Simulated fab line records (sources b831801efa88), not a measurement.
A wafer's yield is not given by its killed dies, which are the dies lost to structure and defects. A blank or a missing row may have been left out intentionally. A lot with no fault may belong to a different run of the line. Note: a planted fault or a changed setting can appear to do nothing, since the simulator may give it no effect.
fab line records -- flow sky130
record lots=14, wafers=42, last-day=50
route steps=708 shown METAL2@489 VIA2@527 CAPM@546 METAL3@567
lots untouched by any fault: they come from a run of this same line in which no faults occurred
start-h: start of the lot's first displayed wafer, in hours after the record's first day -- wait-h: time in hours since the lot's previous step -- " the same as in the row above -- L1.1+2: a single row standing in for several wafers -- - either no value or no given start -- * or withheld: withheld -- < > ~ a bound
route shown NAME@n: names a module that has steps shown in the file, with the first one's number in the route -- usual: mean/standard deviation taken from wafers without a fault -- same: alike in all rows -- chamber/n: place in a boat -- sites: readings site by site -- _std_site: how widely they spread, as a standard deviation -- _edge_site: the outer-site mean with the inner-site mean subtracted -- radius-mm: how far each site lies from the wafer's centre -- mask NAME#n: copy n -- behind: the most recent tool/chamber to have shaped the wafer -- hold: why the lot went on hold/how many hours it stayed there/how the hold came to an end -- device: the transistor (n, p or np) that didn't switch -- end of line: the same wafers' tests at the end of the route -- where a step has no rows: the recipe by itself -- killed: not the wafer's yield, but the dies lost to structure and defects at the first sort -- map: dies across one wafer; x = killed, . = not, _ = none there
set.NAME: the setting that was run; set.NAME@STEP: the one run at that earlier step -- model.NAME: the simulator's own value behind a step, which no gauge read
one table for each step of the route and one row for each wafer, over a sample of lots
services: when a tool's chamber went out of use (start-h, in hours from the record's first day, below 0 if earlier), for how many hours, and the reason
## steps
# step SKY_METAL2_THK_MEAS_06
# recipe thk-meas-gauge=xrf, reads=AlCu_of_METAL2_SPUTTER_02
# usual METAL2_ALCU_THK=245.3/2.8
lot.wafer,tool,chamber,start-h,wait-h,METAL2_ALCU_THK[nm]
L291.3,film-metro-01,-,784.05,0.1,246.0
L291.4,film-metro-01,-,784.05,0.1,248.6
L291.6,film-metro-01,-,784.05,0.1,247.2
L295.2,film-metro-03,-,826.79,0.1,245.7
L295.4,film-metro-03,-,826.79,0.1,248.0
L295.5,film-metro-03,-,826.79,0.1,250.4
L294.1,film-metro-03,-,828.67,0.1,243.1
L294.2,film-metro-03,-,828.67,0.1,242.8
L294.4,film-metro-03,-,828.67,0.1,240.1
L296.1,film-metro-01,-,829.62,0.1,242.8
L296.3,film-metro-01,-,829.62,0.1,241.9
L296.5,film-metro-01,-,829.62,0.1,243.0
L297.2,film-metro-01,-,837.55,0.1,244.8
L297.3,film-metro-01,-,837.55,0.1,240.2
L297.4,film-metro-01,-,837.55,0.1,240.9
L298.1,film-metro-04,-,857.62,0.1,249.6
L298.3,film-metro-04,-,857.62,0.1,247.0
L298.6,film-metro-04,-,857.62,0.1,247.2
L301.2,film-metro-01,-,866.19,0.1,244.4
L301.3,film-metro-01,-,866.19,0.1,245.6
L301.4,film-metro-01,-,866.19,0.1,244.2
L303.2,film-metro-03,-,879.42,0.1,243.2
L303.3,film-metro-03,-,879.42,0.1,242.7
L303.5,film-metro-03,-,879.42,0.1,246.3
L305.2,film-metro-03,-,901.54,0.1,249.7
L305.4,film-metro-03,-,901.54,0.1,250.1
L305.5,film-metro-03,-,901.54,0.1,249.7
L306.2,film-metro-04,-,908.52,0.1,248.9
L306.3,film-metro-04,-,908.52,0.1,247.2
L306.6,film-metro-04,-,908.52,0.1,251.3
L307.2,film-metro-03,-,915.29,0.1,244.3
L307.3,film-metro-03,-,915.29,0.1,245.5
L307.5,film-metro-03,-,915.29,0.1,242.8
L308.2,film-metro-04,-,923.90,0.1,246.5
L308.3,film-metro-04,-,923.90,0.1,244.9
L308.5,film-metro-04,-,923.90,0.1,245.6
L309.3,film-metro-01,-,925.09,0.1,245.4
L309.5,film-metro-01,-,925.09,0.1,244.0
L309.6,film-metro-01,-,925.09,0.1,245.3
L314.2,film-metro-03,-,984.19,0.1,241.2
L314.4,film-metro-03,-,984.19,0.1,243.8
L314.6,film-metro-03,-,984.19,0.1,248.0
# step SKY_VIA2_SPUTTER_20
# recipe material=TiN, target-thk-nm=20, chamber-pressure-pa=5, power-w=3847, time-s=80
# usual throttle-valve-pct=29.8/1.1
lot.wafer,tool,chamber,start-h,wait-h,throttle-valve-pct
L291.3,pvd-sputter-01,-,838.62,0.0,30.7
L291.4,pvd-sputter-01,-,838.62,0.0,30.7
L291.6,pvd-sputter-01,-,838.62,0.0,30.7
L295.2,pvd-sputter-02,-,881.43,0.0,29.7
L295.4,pvd-sputter-02,-,881.43,0.0,30.7
L295.5,pvd-sputter-02,-,881.43,0.0,30.7
L294.1,pvd-sputter-02,-,883.20,0.0,28.4
L294.2,pvd-sputter-02,-,883.20,0.0,30.9
L294.4,pvd-sputter-02,-,883.20,0.0,28.4
L296.1,pvd-sputter-01,-,884.35,0.0,30.6
L296.3,pvd-sputter-01,-,884.35,0.0,31.3
L296.5,pvd-sputter-01,-,884.35,0.0,31.3
L297.2,pvd-sputter-01,-,892.13,0.0,30.7
L297.3,pvd-sputter-01,-,892.13,0.0,31.3
L297.4,pvd-sputter-01,-,892.13,0.0,30.9
L298.1,pvd-sputter-04,-,911.37,0.0,29.9
L298.3,pvd-sputter-04,-,911.37,0.0,31.5
L298.6,pvd-sputter-04,-,911.37,0.0,29.9
L301.2,pvd-sputter-04,-,920.70,0.0,31.5
L301.3,pvd-sputter-04,-,920.70,0.0,29.8
L301.4,pvd-sputter-04,-,920.70,0.0,29.8
L303.2,pvd-sputter-02,-,932.41,0.0,28.4
L303.3,pvd-sputter-02,-,932.41,0.0,29.7
L303.5,pvd-sputter-02,-,932.41,0.0,28.1
L305.2,pvd-sputter-02,-,953.31,0.0,30.8
L305.4,pvd-sputter-02,-,953.31,0.0,28.2
L305.5,pvd-sputter-02,-,953.31,0.0,28.5
L306.2,pvd-sputter-01,-,959.85,0.0,30.8
L306.3,pvd-sputter-01,-,959.85,0.0,31.1
L306.6,pvd-sputter-01,-,959.85,0.0,30.8
L307.2,pvd-sputter-04,-,966.78,0.0,29.7
L307.3,pvd-sputter-04,-,966.78,0.0,29.6
L307.5,pvd-sputter-04,-,966.78,0.0,29.5
L308.2,pvd-sputter-02,-,974.88,0.0,28.2
L308.3,pvd-sputter-02,-,974.88,0.0,30.9
L308.5,pvd-sputter-02,-,974.88,0.0,30.0
L309.3,pvd-sputter-01,-,975.54,0.0,30.8
L309.5,pvd-sputter-01,-,975.54,0.0,30.9
L309.6,pvd-sputter-01,-,975.54,0.0,31.5
L314.2,pvd-sputter-02,-,1032.12,0.0,30.8
L314.4,pvd-sputter-02,-,1032.12,0.0,28.2
L314.6,pvd-sputter-02,-,1032.12,0.0,29.7
# step SKY_CAPM_EXPOSE_09
# recipe mask-id=CAPM, na=0.6, source-shape=conventional, sigma-outer=0.6, polarization=unpolarized, target-cd-nm=1000, dose-mj=159
# usual exposure-dose-mJ-cm2=158.97/0.17, focus-offset-nm=0.0/0.48, sigma-outer=0.6/0
lot.wafer,tool,chamber,start-h,wait-h,mask,exposure-dose-mJ-cm2,focus-offset-nm,sigma-outer
L291.3,iline-stepper-01,0,852.66,-,CAPM#0,159.20,-0.6,0.6
L291.4,iline-stepper-01,0,852.66,-,CAPM#0,159.23,-0.8,0.6
L291.6,iline-stepper-01,0,852.66,-,CAPM#0,159.24,-0.1,0.6
L295.2,iline-stepper-01,0,895.40,-,CAPM#0,158.90,-0.5,0.6
L295.4,iline-stepper-01,0,895.40,-,CAPM#0,159.17,0.0,0.6
L295.5,iline-stepper-01,0,895.40,-,CAPM#0,159.08,0.1,0.6
L294.1,iline-stepper-01,0,896.49,-,CAPM#0,158.94,0.3,0.6
L294.2,iline-stepper-01,0,896.49,-,CAPM#0,159.03,0.5,0.6
L294.4,iline-stepper-01,0,896.49,-,CAPM#0,158.89,0.3,0.6
L296.1,iline-stepper-02,0,898.10,-,CAPM#0,158.98,0.2,0.6
L296.3,iline-stepper-02,0,898.10,-,CAPM#0,158.92,0.2,0.6
L296.5,iline-stepper-02,0,898.10,-,CAPM#0,158.97,0.1,0.6
L297.2,iline-stepper-01,0,905.65,-,CAPM#0,158.90,-0.3,0.6
L297.3,iline-stepper-01,0,905.65,-,CAPM#0,158.81,0.0,0.6
L297.4,iline-stepper-01,0,905.65,-,CAPM#0,159.02,-0.3,0.6
L298.1,iline-stepper-02,0,924.87,-,CAPM#0,159.04,-0.1,0.6
L298.3,iline-stepper-02,0,924.87,-,CAPM#0,158.95,0.6,0.6
L298.6,iline-stepper-02,0,924.87,-,CAPM#0,158.76,0.2,0.6
L301.2,iline-stepper-01,0,933.77,-,CAPM#0,159.03,-0.9,0.6
L301.3,iline-stepper-01,0,933.77,-,CAPM#0,158.75,-0.2,0.6
L301.4,iline-stepper-01,0,933.77,-,CAPM#0,159.24,-0.4,0.6
L303.2,iline-stepper-02,0,945.79,-,CAPM#0,158.97,-0.4,0.6
L303.3,iline-stepper-02,0,945.79,-,CAPM#0,158.78,0.4,0.6
L303.5,iline-stepper-02,0,945.79,-,CAPM#0,158.72,-0.4,0.6
L305.2,iline-stepper-02,0,967.07,-,CAPM#0,158.99,-0.2,0.6
L305.4,iline-stepper-02,0,967.07,-,CAPM#0,159.35,0.3,0.6
L305.5,iline-stepper-02,0,967.07,-,CAPM#0,158.71,0.3,0.6
L306.2,iline-stepper-01,0,972.65,-,CAPM#0,158.64,0.4,0.6
L306.3,iline-stepper-01,0,972.65,-,CAPM#0,158.72,0.9,0.6
L306.6,iline-stepper-01,0,972.65,-,CAPM#0,158.84,0.2,0.6
L307.2,iline-stepper-02,0,978.95,-,CAPM#0,158.74,0.7,0.6
L307.3,iline-stepper-02,0,978.95,-,CAPM#0,158.97,0.3,0.6
L307.5,iline-stepper-02,0,978.95,-,CAPM#0,158.90,-0.1,0.6
L308.2,iline-stepper-01,-,988.28,-,CAPM#0,-,-,-
L308.3,iline-stepper-01,-,988.28,-,CAPM#0,-,-,-
L308.5,iline-stepper-01,-,988.28,-,CAPM#0,-,-,-
L309.3,iline-stepper-01,-,988.66,-,CAPM#0,-,-,-
L309.5,iline-stepper-01,-,988.66,-,CAPM#0,-,-,-
L309.6,iline-stepper-01,-,988.66,-,CAPM#0,-,-,-
L314.2,iline-stepper-01,0,1044.30,-,CAPM#0,159.21,0.0,0.6
L314.4,iline-stepper-01,0,1044.30,-,CAPM#0,159.36,0.8,0.6
L314.6,iline-stepper-01,0,1044.30,-,CAPM#0,159.02,0.4,0.6
# step SKY_METAL3_ETCH_17
# recipe target=SiO2, stop-on=TiN, chemistry=C4F8/O2/Ar, source-w=1500, bias-w=1200, pressure-mtorr=40, c4f8-flow-sccm=withheld, O2_flow_sccm=6, Ar_flow_sccm=300, time-s=4.073, target-depth-a=150
# usual oes-product-au=0.743/0.0074
lot.wafer,tool,chamber,start-h,wait-h,oes-product-au,rf-hours-counter-h
L291.3,rie-diel-01,0,892.94,0.0,0.743,5
L291.4,rie-diel-01,2,892.94,0.0,0.736,16
L291.6,rie-diel-01,2,892.94,0.0,0.739,-
L295.2,rie-diel-01,2,933.55,0.1,0.747,18
L295.4,rie-diel-01,1,933.55,0.1,0.746,5
L295.5,rie-diel-01,2,933.55,0.1,0.756,-
L294.1,rie-diel-04,0,934.82,0.2,0.743,14
L294.2,rie-diel-04,1,934.82,0.2,0.746,10
L294.4,rie-diel-04,3,934.82,0.2,0.748,10
L296.1,rie-diel-03,2,936.54,0.1,0.744,20
L296.3,rie-diel-03,3,936.54,0.1,0.743,19
L296.5,rie-diel-03,0,936.54,0.1,0.738,-
L297.2,rie-diel-03,1,943.19,0.1,0.743,11
L297.3,rie-diel-03,2,943.19,0.1,0.737,20
L297.4,rie-diel-03,0,943.19,0.1,0.734,11
L298.1,rie-diel-03,3,962.58,0.1,0.750,20
L298.3,rie-diel-03,1,962.58,0.1,0.738,12
L298.6,rie-diel-03,2,962.58,0.1,0.737,-
L301.2,rie-diel-04,3,970.79,0.1,0.736,11
L301.3,rie-diel-04,2,970.79,0.1,0.733,16
L301.4,rie-diel-04,1,970.79,0.1,0.748,11
L303.2,rie-diel-03,0,982.39,0.1,0.735,12
L303.3,rie-diel-03,3,982.39,0.1,0.739,21
L303.5,rie-diel-03,2,982.39,0.1,0.746,-
L305.2,rie-diel-03,2,1001.68,0.1,0.742,22
L305.4,rie-diel-03,0,1001.68,0.1,0.739,13
L305.5,rie-diel-03,1,1001.68,0.1,0.740,-
L306.2,rie-diel-01,1,1008.67,0.1,0.732,7
L306.3,rie-diel-01,0,1008.67,0.1,0.739,8
L306.6,rie-diel-01,1,1008.67,0.1,0.742,-
L307.2,rie-diel-04,0,1015.64,0.1,0.754,16
L307.3,rie-diel-04,2,1015.64,0.1,0.747,18
L307.5,rie-diel-04,1,1015.64,0.1,0.759,-
L314.2,rie-diel-01,2,1076.43,0.1,0.744,22
L314.4,rie-diel-01,0,1076.43,0.1,0.742,10
L314.6,rie-diel-01,0,1076.43,0.1,0.743,-
## services
tool,chamber,start-h,hours,kind
rie-diel-04,3,821.37,5.9,repair
rie-diel-04,2,828.78,4.1,repair
rie-diel-01,0,841.66,4.7,repair
iline-stepper-02,-,851.64,2.9,repair
pvd-sputter-02,-,858.62,2.3,repair
rie-diel-03,-,867.73,1.2,repair
iline-stepper-02,-,882.75,1.7,pm
pvd-sputter-04,-,886.60,6.0,repair
rie-diel-04,3,900.35,9.3,repair
rie-diel-04,1,901.29,7.9,repair
rie-diel-03,0,916.64,4.1,repair
iline-stepper-01,-,936.83,1.7,pm
rie-diel-04,2,939.41,10.4,repair
rie-diel-01,-,962.77,0.3,repair
iline-stepper-02,-,986.55,8.5,repair
pvd-sputter-04,-,994.79,1.0,repair
iline-stepper-01,-,995.39,2.9,repair
rie-diel-01,2,1009.53,18.0,repair
rie-diel-04,0,1009.69,4.9,repair
rie-diel-03,-,1011.12,0.2,repair
iline-stepper-01,-,1022.38,2.1,pm
rie-diel-01,1,1033.77,5.8,repair
rie-diel-04,2,1052.84,2.4,repair
rie-diel-04,-,1061.96,0.6,repair
## key
first-sign step=SKY_CAPM_EXPOSE_09, reading=tool-record, direction=missing
effect none on later readings
met-at SKY_CAPM_EXPOSE_09
struck-lots L308,L309
later-rows-left-out L308.2,L308.3,L308.5,L309.3,L309.5,L309.6
sort-left-out L308.2,L308.3,L308.5,L309.3,L309.5,L309.6
not-acting-at SKY_METAL2_THK_MEAS_06,SKY_VIA2_SPUTTER_20,SKY_METAL3_ETCH_17
onset-between 972.65 988.28
fault kind=skipped-step-whole, tool=iline-stepper-01, chamber=-, onset-h=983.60, steps=SKY_CAPM_EXPOSE_09, scope=struck-lots-only
# sort-left-out: the simulated sort isn't trusted on such a fault, so these wafers' sort isn't shown, and their yield isn't known
# later-rows-left-out: the simulator's readings of these wafers behind a module that went badly wrong aren't trusted and aren't shown, but for the sort
